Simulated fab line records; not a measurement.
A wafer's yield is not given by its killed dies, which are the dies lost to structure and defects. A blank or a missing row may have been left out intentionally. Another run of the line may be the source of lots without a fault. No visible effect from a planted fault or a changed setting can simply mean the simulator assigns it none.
Code-filled problem report in 8D (eight disciplines) form ; flow sky130 ; the parts of the form that need people (team, actions taken, sign-off) are left out

1. PROBLEM STATEMENT
bias_w at SKY_VIA2_ETCH_14 reads a mean of 77.5 W on 6 wafers of 2 lots; wafers without a fault read 100.0 W with a standard deviation of 0.3. Measured from the usual mean, that is -75 standard deviations.
The step: etches BARC in N2/H2, stops on SiO2, time 45.9 s, target depth 60 nm.
Seen first at day 42 02:45 on rie_diel-01, wafer L174.4. The record has a number at this step for 36 wafers belonging to 12 lots. The rule behind "out" and "out of limits": a value lying over 4 standard deviations away from the usual mean. Any other wafer with a number is counted as sound.

2. WHAT IT IS; WHAT IT IS NOT
question;is;is not
which readings at this step;bias_w;drypump_motor_current_A, h2_flow_sccm, oes_product_au, throttle_valve_pct
which lots;L174, L176;L159, L160, L162, L165, L166, L167, L177, L178, L179, L180
which wafers of those lots;all that have a number;-
read on which tools;rie_diel-01;rie_diel-02, rie_diel-03
when;from day 42 02:45;"up to then (18 sound wafers); but 12 sound wafers of L177, L178, L179, L180 came after"

3. SUSPECTS, AND WHAT RULES EACH OUT
Counting: any tool at a process step up to the reading is kept as a suspect provided that every lot that is out went through it and no sound lot did after the first of them.
- rie_diel-01 at SKY_VIA2_ETCH_14 (etches BARC in N2/H2, stops on SiO2, time 45.9 s, target depth 60 nm): kept. It ran every lot that is out, first L174 (day 42 02:45), and no sound lot after that; its last sound lot up to then is L165 (day 38 16:06). Its own bias_w readings are out on those wafers.
Remaining after the count: rie_diel-01 at SKY_VIA2_ETCH_14.

4. THE CAUSE (what the simulator had put in)
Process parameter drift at SKY_VIA2_ETCH_14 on rie_diel-01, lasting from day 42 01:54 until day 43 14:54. A move of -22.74 in setting bias_w, from 100. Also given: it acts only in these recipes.
Counting left only this tool.

5. THE EFFECT CHAIN, in route order
One row per reading whose mean, taken over the struck wafers that have a number, lies over 3 standard deviations from the usual. Readings are gone through only where the record gives a usual standard deviation; hours: the median, over the lots, of the time from a lot's start at the first step in this table giving one to that lot's start at this step; sigmas: the change measured in usual standard deviations.
hours;step;reading;usual;on struck wafers;change;sigmas
0;SKY_VIA2_ETCH_14;bias_w;100.0 W;77.5;-22.5;-75
The process steps in it:
- SKY_VIA2_ETCH_14: etches BARC in N2/H2, stops on SiO2, time 45.9 s, target depth 60 nm.
Later measuring or inspecting steps at which every struck wafer that the step has a row for has a number for every such reading, and none has moved that far: SKY_VIA2_RS_MEAS_22.

6. WHAT WOULD HAVE CAUGHT IT SOONER
In this record the first reading out of limits was taken at day 42 02:45, 1 hour after the fault began at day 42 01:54.
